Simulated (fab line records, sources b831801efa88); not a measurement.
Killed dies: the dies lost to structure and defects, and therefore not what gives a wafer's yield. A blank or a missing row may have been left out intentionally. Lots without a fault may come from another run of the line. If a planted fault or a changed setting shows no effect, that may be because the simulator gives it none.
Problem report in the 8D (eight disciplines) form, filled by code | flow sky130 | the parts of the form that need people (team, actions taken, sign-off) are left out

1. WHAT WENT WRONG
Wafers without a fault read 200.6 nm, standard deviation 1.3; cdNm at SKY_VIA2_CD_MEAS_12 reads a mean of 174.7 nm on 2 wafers belonging to 2 lots. That is -20 standard deviations from the usual mean.
The step: target cd 200 nm.
First seen on wafer L322.5, day 40 04:18, on cdSem-01. At this step, 42 wafers from 14 lots have a number in the record. Rule for "out", or "out of limits": more than 4 standard deviations from the usual mean. All remaining wafers that have a number are taken as sound.

2. WHAT IT IS, AND WHAT IT ISN'T
question                    | is                | is not
which readings at this step | cdNm              | -
which lots                  | L322, L323        | L311, L313, L314, L316, L317, L318, L319, L320, L321, L324, L331, L333
which wafers of those lots  | L322.5, L323.5    | L322.1, L322.2, L323.1, L323.3
read on which gauges        | cdSem-01          | cdSem-02
when                        | from day 40 04:18 | up to then (29 sound wafers); but 11 sound wafers of L323, L324, L331, L333 came after

3. WHAT RULES OUT EACH SUSPECT
Counting: any tool at a process step up to the reading remains a suspect provided it ran every lot that is out. Sound lots after the first of them don't rule it out here, since some wafers of a struck lot are sound.
- the gauge at SKY_VIA2_CD_MEAS_12: kept. All the wafers that are out were read on cdSem-01, and no step on other tools shows them out.
- pvdSputter-04 at SKY_METAL2_SPUTTER_01 (material TiN, target thk 20 nm, time 16.7 s): kept. It processed each lot that is out (first: L322, day 38 01:02); up to then, its last sound lot is L321 (day 37 17:27).
- krfScanner-01 at SKY_VIA2_EXPOSE_09 (exposes mask VIM2, target cd 200 nm): kept. It processed each lot that is out (first: L322, day 39 15:59); up to then, its last sound lot is L320 (day 39 03:01).
Still standing after the count: pvdSputter-04 at SKY_METAL2_SPUTTER_01, krfScanner-01 at SKY_VIA2_EXPOSE_09, cdSem-01 at SKY_VIA2_CD_MEAS_12.

4. THE CAUSE (what the simulator had put in)
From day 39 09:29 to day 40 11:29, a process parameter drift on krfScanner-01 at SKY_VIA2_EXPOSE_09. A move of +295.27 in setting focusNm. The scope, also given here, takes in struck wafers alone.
After counting, 3 suspects remain, this tool included.

5. SEQUENCE OF EFFECTS, ordered by route
Rows list readings where the struck wafers' mean (over those with a number) sits beyond 3 standard deviations from the usual. Readings are gone through only where the record gives a usual standard deviation; hours: the median, over the lots, of the time from a lot's start at the first step in this table giving one to that lot's start at this step; sigmas: the change measured in usual standard deviations.
hours | step                | reading | usual    | on struck wafers | change | sigmas
0     | SKY_VIA2_CD_MEAS_12 | cdNm    | 200.6 nm | 174.7            | -25.9  | -20

6. HOW IT WOULD HAVE BEEN CAUGHT EARLIER
Counted from the fault's start at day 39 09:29, it took 19 hours until the first out-of-limits reading at a measuring or inspecting step in this record, taken at day 40 04:18.
By day 40 04:18, every lot that is out (2) had started SKY_VIA2_EXPOSE_09 on krfScanner-01. Tool hold at that time: it would have spared none of them.
